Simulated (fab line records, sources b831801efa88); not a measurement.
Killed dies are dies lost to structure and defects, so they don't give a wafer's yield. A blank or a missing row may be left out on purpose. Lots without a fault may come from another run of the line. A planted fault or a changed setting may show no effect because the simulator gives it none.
A struck lot beside a sound one | flow gf180mcu | 45 steps out of a route of 602
Sound: wafers L340.1, L340.3, L340.6. Struck: wafer L360.2. (L360.5 of the same lot was not struck and is left out.) The cause comes at the end.
At each step with rows: each side's tool, then ch and its chambers, then its first start. Under that, the readings that differ: sound wafers | struck wafers | difference of the means | sigmas: that difference in standard deviations of wafers without a fault.
alike: readings whose means differ by less than 2 such deviations, and words and numbers that are the same on both sides. not compared: withheld readings, readings that some wafer has no value for, bounds like >300 that may hide the same value, and numbers for which the record gives no deviation and whose values overlap.
The two part at a step that has a row with sigmas, a row that says differs or no value, or rows on one side only. Numbers that don't overlap but have no deviation are shown without sigmas and don't part them. A reading that every wafer of one side lacks parts them only if that side has two wafers or more.

first, 4 steps without rows for these wafers: GF_V1_SOFTBAKE_10 (time 60 s); GF_V1_EXPOSE_11 (exposes mask Via1, target cd 260 nm); GF_V1_PEB_12 (peb time 90 s); GF_V1_DEVELOP_13 (develop time 60 s).
GF_V1_CD_MEAS_14: target cd 260 nm.
  sound on cd_sem-01, day 18 08:49; struck on cd_sem-02, day 25 16:02
  alike: cd_nm
GF_V1_OVL_MEAS_15:
  sound on overlay-01, day 18 08:56; struck on overlay-01, day 25 16:08
  alike: V1_OVL
then, 5 steps without rows for these wafers: GF_V1_ETCH_16 (etches BARC in N2/H2); GF_V1_ETCH_17 (etches SiO2 in C4F8/O2/Ar, stops on TiN, target depth 630 nm); GF_V1_STRIP_18 (strips in O2/N2); GF_V1_STRIP_19 (strips in post etch residue remover, time 1200 s); GF_V1_CLEAN_20 (cleans in DIW).
GF_V1_SPUTTER_21: material Ti, target thk 15 nm, time 80.02 s.
  sound on pvd_sputter-03, day 18 09:41; struck on pvd_sputter-03, day 25 16:50
  alike: throttle_valve_pct
GF_V1_SPUTTER_22: material TiN, target thk 10 nm, time 40 s.
  sound on pvd_sputter-03, day 18 09:44; struck on pvd_sputter-03, day 25 16:54
  reading                                | sound             | struck | difference | sigmas
  model.TiN_of_V1_SPUTTER_22.thk_nm (nm) | 9.996 10.07 10.05 | 18.22  | +8.18      |
  alike: throttle_valve_pct
then, 1 step without rows for these wafers: GF_V1_CVD_23 (deposits W, target thk 350 nm, time 105.05 s).
GF_V1_RS_MEAS_24: measures by four-point-probe.
  sound on film_metro-04, day 18 09:53; struck on film_metro-04, day 25 17:04
  alike: V1_W_RS
GF_V1_THK_MEAS_25: measures by xrf.
  sound on film_metro-04, day 18 10:01; struck on film_metro-04, day 25 17:11
  alike: V1_W_THK
GF_V1_CMP_26: polishes, stops on SiO2, t overpolish 15 s, target thk 0 nm.
  sound on cmp-02 ch 0,1,3, day 18 10:04; struck on cmp-02 ch 1, day 25 17:30
  alike: motor_current_A
GF_M2_SPUTTER_00: material Ti, target thk 37.5 nm, time 150 s.
  sound on pvd_sputter-02, day 18 10:22; struck on pvd_sputter-01, day 25 17:48
  reading                | sound          | struck | difference | sigmas
  throttle_valve_pct (%) | 30.7 28.7 31.0 | 29.0   | -1.1       | -2
GF_M2_SPUTTER_01: material TiN, target thk 30 nm, time 25 s.
  sound on pvd_sputter-02, day 18 10:28; struck on pvd_sputter-01, day 25 17:54
  reading                | sound          | struck | difference | sigmas
  throttle_valve_pct (%) | 31.0 28.6 31.1 | 29.1   | -1.1       | -2
then, 3 steps without rows for these wafers: GF_M2_SPUTTER_02 (material AlCu, target thk 450 nm, time 23.9 s); GF_M2_SPUTTER_03 (material Ti, target thk 10 nm, time 6.7 s); GF_M2_SPUTTER_04 (material TiN, target thk 50 nm, time 41.7 s).
GF_M2_RS_MEAS_05: measures by four-point-probe.
  sound on film_metro-04, day 18 10:35; struck on film_metro-01, day 25 18:02
  alike: M2_ALCU_RS
GF_M2_THK_MEAS_06: measures by xrf.
  sound on film_metro-04, day 18 10:43; struck on film_metro-01, day 25 18:09
  alike: M2_ALCU_THK
then, 7 steps without rows for these wafers: GF_M2_DEHYDRATE_07 (time 60 s); GF_M2_HMDS_08 (prime time 60 s); GF_M2_COAT_09 (resist thk 1000 nm); GF_M2_SOFTBAKE_10 (time 60 s); GF_M2_EXPOSE_11 (exposes mask Metal2, target cd 280 nm); GF_M2_PEB_12 (peb time 90 s); GF_M2_DEVELOP_13 (develop time 60 s).
GF_M2_CD_MEAS_14: target cd 280 nm.
  sound on cd_sem-02, day 19 11:13; struck on cd_sem-01, day 26 14:49
  alike: cd_nm
GF_M2_OVL_MEAS_15:
  sound on overlay-02, day 19 11:20; struck on overlay-01, day 26 14:56
  alike: M2_OVL
then, 5 steps without rows for these wafers: GF_M2_METAL_ETCH_16 (etches the open film in Cl2/BCl3, stops on SiO2, target depth 750.8 nm, time 125.1 s); GF_M2_STRIP_17 (strips in O2/N2); GF_M2_STRIP_18 (strips in post etch residue remover, time 1200 s); GF_M2_CLEAN_19 (cleans in DIW); GF_V2_CVD_00 (deposits SiO2, target thk 600 nm, time 100 s).
GF_V2_THK_MEAS_01:
  sound on film_metro-01, day 19 12:08; struck on film_metro-03, day 26 15:47
  reading            | sound       | struck | difference | sigmas
  V2_CVD_00_THK (nm) | 583 599 600 | 607    | +13        | +2
GF_V2_CVD_02: deposits SiO2 from TEOS, target thk 850 nm, time 94.851 s.
  sound on pecvd-01 ch 0,1,2, day 19 12:11; struck on pecvd-01 ch 0, day 26 15:50
  alike: heater_power_outer_w, heater_power_w
GF_V2_THK_MEAS_03:
  sound on film_metro-03, day 19 12:16; struck on film_metro-01, day 26 15:55
  alike: V2_CVD_02_THK
then, 1 step without rows for these wafers: GF_V2_CMP_04 (polishes SiO2).
-- the record jumps here: 7 days lie between the struck wafers' starts before and after (it left off in module V2 and takes up again in module V5, whose first step shown is number 554 of the route) --
GF_V5_CD_MEAS_14: target cd 260 nm.
  sound on cd_sem-02, day 27 12:16; struck on cd_sem-02, day 33 04:58
  alike: cd_nm
  not compared: hold
GF_V5_OVL_MEAS_15:
  sound on overlay-02, day 27 12:23; struck on overlay-02, day 33 06:34
  reading | sound | struck                   | difference                   | sigmas
  hold    | - - - | await_dispo/1.5h/release | no value on the sound wafers |
  alike: V5_OVL
GF_PASSIVATION_PROBE_99:
  the record has rows for the struck wafers here (prober-02, day 34 15:15) and none for the sound ones

WHERE THEY PART
First at GF_M2_SPUTTER_00; last, within this record, at GF_PASSIVATION_PROBE_99.

WHY: what the simulator had put in
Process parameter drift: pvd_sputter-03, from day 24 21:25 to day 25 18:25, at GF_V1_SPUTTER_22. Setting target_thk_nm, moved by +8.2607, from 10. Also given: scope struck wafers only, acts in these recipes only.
